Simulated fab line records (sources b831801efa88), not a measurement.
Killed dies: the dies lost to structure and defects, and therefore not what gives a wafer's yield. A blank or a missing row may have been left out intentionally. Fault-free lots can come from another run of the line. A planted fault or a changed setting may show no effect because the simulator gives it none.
Check for tools in common + flow sky130 + Lots sampled 12, wafers sampled 45

== WHAT PROMPTED THE OPENING ==
3 of 12 lots carry a flag on the reading SONOS_ONO_OXIDATION_THK at SKY_SONOS_ONO_THK_MEAS_01. Wafers without a fault read 2.61 nm, standard deviation 0.052.
Rule: a lot is flagged when every wafer of it that has a number lies more than 4 standard deviations from that mean, or none has a number. All remaining lots are regarded as sound.

| lot  | measured     | on            | SONOS_ONO_OXIDATION_THK (nm), wafer by wafer | flag    |
|------|--------------|---------------|----------------------------------------------|---------|
| L631 | day 11 20:32 | film_metro-04 | 2.64 2.60 2.58                               |         |
| L632 | day 12 05:07 | film_metro-01 | 2.54 2.55 2.57                               |         |
| L636 | day 13 02:57 | film_metro-03 | 2.59 2.58 2.69                               |         |
| L637 | day 13 22:35 | film_metro-04 | 2.21 2.21 2.21 2.17 2.21 2.17                | FLAGGED |
| L638 | day 13 23:58 | film_metro-04 | 2.24 2.30 2.24 2.25 2.29 2.24                | FLAGGED |
| L639 | day 13 23:58 | film_metro-03 | 2.28 2.27 2.19 2.22 2.25 2.21                | FLAGGED |
| L643 | day 15 22:53 | film_metro-03 | 2.57 2.58 2.57                               |         |
| L647 | day 16 15:58 | film_metro-03 | 2.64 2.60 2.56                               |         |
| L649 | day 17 00:43 | film_metro-03 | 2.69 2.64 2.71                               |         |
| L651 | day 17 19:51 | film_metro-01 | 2.57 2.58 2.58                               |         |
| L652 | day 18 00:32 | film_metro-01 | 2.68 2.70 2.66                               |         |
| L653 | day 18 12:04 | film_metro-01 | 2.68 2.64 2.73                               |         |
Average over the flagged lots: 2.23 nm; offset from the usual -0.38 nm, equal to -7 standard deviations.

== WHICH TOOL EACH LOT WENT THROUGH ==
The record keeps 1 process step preceding the reading, out of 708 steps on the route. Cell contents, in order: the tool; ch with the chambers the sampled wafers went through; the start.
| lot  | flag    | SKY_SONOS_ONO_OXIDATION_00    |
|------|---------|-------------------------------|
| L631 |         | furnace-02 ch 0, day 11 19:11 |
| L632 |         | furnace-02 ch 0, day 12 03:44 |
| L636 |         | furnace-01 ch 0, day 13 01:35 |
| L637 | FLAGGED | furnace-01 ch 0, day 13 21:14 |
| L638 | FLAGGED | furnace-01 ch 0, day 13 22:35 |
| L639 | FLAGGED | furnace-01 ch 0, day 13 22:35 |
| L643 |         | furnace-02 ch 0, day 15 21:31 |
| L647 |         | furnace-02 ch 0, day 16 14:37 |
| L649 |         | furnace-02 ch 0, day 16 23:22 |
| L651 |         | furnace-01 ch 0, day 17 18:30 |
| L652 |         | furnace-02 ch 0, day 17 23:11 |
| L653 |         | furnace-02 ch 0, day 18 10:43 |
What is done by these steps:
- SKY_SONOS_ONO_OXIDATION_00: stabilise 600 s, purge 300 s, target thk 2.6 nm.
- SKY_SONOS_ONO_THK_MEAS_01

== FLAGGED OVER TOTAL, TOOL BY TOOL (the gauges that took the reading come last) ==
| step                       | tool          | lots run | flagged | share of the flagged lots | sound lots run after its first flagged lot |
|----------------------------|---------------|----------|---------|---------------------------|--------------------------------------------|
| SKY_SONOS_ONO_OXIDATION_00 | furnace-01    | 5        | 3       | all                       | 1 (L651)                                   |
| SKY_SONOS_ONO_OXIDATION_00 | furnace-02    | 7        | 0       | none                      | -                                          |
| SKY_SONOS_ONO_THK_MEAS_01  | film_metro-01 | 4        | 0       | none                      | -                                          |
| SKY_SONOS_ONO_THK_MEAS_01  | film_metro-03 | 5        | 1       | some                      | 3 (L643,L647,L649)                         |
| SKY_SONOS_ONO_THK_MEAS_01  | film_metro-04 | 3        | 2       | some                      | 0                                          |

== WHAT IS ALLOWED BY THE TABLE ==
All flagged lots share 1 row of the table, namely furnace-01 at SKY_SONOS_ONO_OXIDATION_00.
- furnace-01 at SKY_SONOS_ONO_OXIDATION_00: 3 of its 5 lots flagged. Lots that were sound ran on it after the first flagged one (L651); a persistent fault on the entire tool would not allow that.
There is no row in the table that ran each flagged lot and no sound lot after the first.

== WHAT THE SIMULATOR HAD INSERTED ==
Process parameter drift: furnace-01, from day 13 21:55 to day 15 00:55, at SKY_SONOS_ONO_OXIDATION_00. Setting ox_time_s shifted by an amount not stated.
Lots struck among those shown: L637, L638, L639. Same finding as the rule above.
